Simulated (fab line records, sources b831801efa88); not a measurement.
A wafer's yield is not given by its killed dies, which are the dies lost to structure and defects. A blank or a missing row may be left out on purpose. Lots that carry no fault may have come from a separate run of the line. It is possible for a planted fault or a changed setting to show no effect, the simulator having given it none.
Problem report, 8D (eight disciplines) form, completed by code | flow gf180mcu | the parts of the form that need people (team, actions taken, sign-off) are left out

== 1. THE PROBLEM ==
tilt_deg at GF_NSD_IMPLANT_10 reads a mean of 4.953 degrees on 6 wafers of 2 lots; wafers without a fault read 6.995 degrees with a standard deviation of 0.018. That is -99 or more standard deviations from the usual mean.
Earliest sighting: wafer L317.1 on implanter-02 at day 19 09:03. At this step, 42 wafers from 14 lots have a number in the record. Rule for "out", or "out of limits": more than 4 standard deviations from the usual mean. The other wafers with a number count as sound.

== 2. WHAT IT IS AND WHAT IT IS NOT ==
question                    | is                     | is not
which readings at this step | tilt_deg               | -
which lots                  | L317, L318             | L300, L301, L302, L303, L304, L305, L306, L308, L310, L311, L312, L322
which wafers of those lots  | all that have a number | -
read on which tools         | implanter-02           | implanter-03, implanter-04
when                        | from day 19 09:03      | up to then (33 sound wafers); but 3 sound wafers of L322 came after

== 3. WHAT RULES OUT EACH SUSPECT ==
Counting: a tool at a process step up to the reading stays a suspect if it ran every lot that is out and no sound lot after the first of them.
- implanter-02 at GF_NSD_IMPLANT_10: kept. It ran every lot that is out, first L317 (day 19 09:03), and no sound lot after that; its last sound lot up to then is L308 (day 16 00:25). On those wafers its own readings are out: tilt_deg.
Remaining after the count: implanter-02 at GF_NSD_IMPLANT_10.

== 4. THE CAUSE (what the simulator had put in) ==
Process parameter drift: implanter-02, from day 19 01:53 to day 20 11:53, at GF_NSD_IMPLANT_10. From 7, the setting tilt_deg moved by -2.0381. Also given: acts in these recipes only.
After counting, this tool was the only one left.

== 5. SEQUENCE OF EFFECTS, ordered by route ==
Each row: a reading whose mean over the struck wafers that have a number lies more than 3 standard deviations from the usual. Only readings whose record carries a usual standard deviation are examined. hours: median over the lots of the time between each lot's start at the first step of this table that gives one and its start at this step. sigmas: the change, counted in usual standard deviations.
hours | step              | reading  | usual         | on struck wafers | change | sigmas
0     | GF_NSD_IMPLANT_10 | tilt_deg | 6.995 degrees | 4.953            | -2.042 | -99 or more
It contains these process steps:
- GF_NSD_IMPLANT_10
Later measuring or inspecting steps at which every struck wafer that the step has a row for has a number for every such reading, and none has moved that far: GF_CONTACT_THK_MEAS_26.

== 6. HOW IT WOULD HAVE BEEN CAUGHT EARLIER ==
In this record the first reading out of limits was taken at day 19 09:03, 7 hours after the fault began at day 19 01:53.
